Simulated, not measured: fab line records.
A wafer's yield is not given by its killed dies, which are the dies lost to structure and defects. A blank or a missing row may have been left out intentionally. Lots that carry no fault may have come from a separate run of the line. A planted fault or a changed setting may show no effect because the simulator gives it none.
Matching of chambers / flow sky130 / rieDiel-04 running SKY_VIA4_ETCH_12: 4 sister chambers
The step etches SiO2 in C4F8/O2/Ar, stops on TiN, target depth 580 nm. 8 wafers are shown with their chamber, then 7 later ones without.

## WAFERS PAIRED WITH THEIR CHAMBERS
wafer=L193.3; chamber=0; oesProductAu (a.u.)=0.932
wafer=L193.6; chamber=3; oesProductAu (a.u.)=0.922
wafer=L195.3; chamber=3; oesProductAu (a.u.)=0.931
wafer=L195.6; chamber=0; oesProductAu (a.u.)=0.932
wafer=L197.5; chamber=1; oesProductAu (a.u.)=0.921
wafer=L197.6; chamber=2; oesProductAu (a.u.)=0.914
wafer=L205.2; chamber=1; oesProductAu (a.u.)=0.928
wafer=L205.4; chamber=2; oesProductAu (a.u.)=0.922

## WAFERS WITH NO CHAMBER GIVEN
wafer=L205.5; oesProductAu (a.u.)=0.921
wafer=L210.3; oesProductAu (a.u.)=0.934
wafer=L210.4; oesProductAu (a.u.)=0.921
wafer=L210.5; oesProductAu (a.u.)=0.922
wafer=L211.1; oesProductAu (a.u.)=0.926
wafer=L211.3; oesProductAu (a.u.)=0.923
wafer=L211.6; oesProductAu (a.u.)=0.924

## EACH ONE'S CHAMBER
wafer=L205.5; from the rows above=can't be placed: 2 or 1 or 3 or 0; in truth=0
wafer=L210.3; from the rows above=can't be placed: 0 or 3 or 1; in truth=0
wafer=L210.4; from the rows above=can't be placed: 2 or 1 or 3 or 0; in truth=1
wafer=L210.5; from the rows above=can't be placed: 1 or 2 or 3 or 0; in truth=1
wafer=L211.1; from the rows above=can't be placed: 3 or 1 or 0 or 2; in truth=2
wafer=L211.3; from the rows above=can't be placed: 1 or 3 or 2 or 0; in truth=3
wafer=L211.6; from the rows above=can't be placed: 1 or 3 or 2 or 0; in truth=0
0 of 7 placed correctly. These rows do not allow placing 7 (true chamber among the candidates in 7). Wrongly placed: 0.
How it was worked out, from the rows above alone: a wafer's distance from a chamber is the root of the sum, over the readings, of the square of ((its reading less the chamber's mean) divided by the reading's scatter). The wafer belongs to the nearest chamber; if the next one is less than 2 further off, it can't be placed. A chamber's mean is the mean of its shown wafers. The scatter: take each reading less its chamber's mean, square it, sum over the shown wafers, divide by the number of wafers less the number of chambers, and take the root.
